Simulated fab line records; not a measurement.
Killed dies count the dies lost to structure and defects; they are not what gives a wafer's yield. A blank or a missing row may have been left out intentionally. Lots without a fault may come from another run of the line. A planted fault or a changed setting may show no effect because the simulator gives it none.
Which tool was responsible? / flow sky130 / 6 lots, 18 wafers sampled, at 2 steps of a route of 708

== WHAT EACH GAUGE READ, for each wafer ==
SKY_VT_ADJUST_LVTN_TW_MEAS_10.
lot=L115; measured=day 7 09:00; on=film_metro-01; VT_ADJUST_LVTN_TW=245.2 244.1 245.7
lot=L119; measured=day 8 12:13; on=film_metro-02; VT_ADJUST_LVTN_TW=242.0 243.8 244.6
lot=L122; measured=day 9 08:08; on=film_metro-01; VT_ADJUST_LVTN_TW=242.8 241.8 242.3
lot=L124; measured=day 9 10:23; on=film_metro-02; VT_ADJUST_LVTN_TW=242.3 242.8 242.3
lot=L129; measured=day 10 15:40; on=film_metro-03; VT_ADJUST_LVTN_TW=242.4 244.6 243.2
lot=L135; measured=day 13 06:28; on=film_metro-01; VT_ADJUST_LVTN_TW=244.5 244.9 244.7

== WHAT TOOL EACH LOT RAN ON (gives the tool, then ch and the chambers of the sampled wafers, and finally the start) ==
lot=L115; SKY_NWELL_RTA_28=rtp_anneal-01 ch 0, day 5 19:07
lot=L119; SKY_NWELL_RTA_28=rtp_anneal-02 ch 0, day 6 20:32
lot=L122; SKY_NWELL_RTA_28=rtp_anneal-02 ch 0, day 7 10:04
lot=L124; SKY_NWELL_RTA_28=rtp_anneal-01 ch 0, day 7 18:22
lot=L129; SKY_NWELL_RTA_28=rtp_anneal-02 ch 0, day 8 23:53
lot=L135; SKY_NWELL_RTA_28=rtp_anneal-02 ch 0, day 11 05:50
- SKY_NWELL_RTA_28: time 30 s.

== THE ANSWER, worked out from the rows above alone ==
Rule: usual is defined by the lots themselves. The widest of any qualifying gaps counts: lots, ordered by their means at a reading, are off when they make up no more than a third of the lots, leave a main group of 4 or more, and stand apart from it by 3 or more times the standard deviation of that group's means. A main group is skipped when, at the precision printed for the reading in the tables above, its means are all equal. A lot without any number at a reading at which 4 lots or more have one is off too. Where the step has rows for the other lots, those lots are counted as sound.
Across all readings shown, no lot is off: no conclusion can be drawn from this.

== WHAT THE SIMULATOR PUT IN ==
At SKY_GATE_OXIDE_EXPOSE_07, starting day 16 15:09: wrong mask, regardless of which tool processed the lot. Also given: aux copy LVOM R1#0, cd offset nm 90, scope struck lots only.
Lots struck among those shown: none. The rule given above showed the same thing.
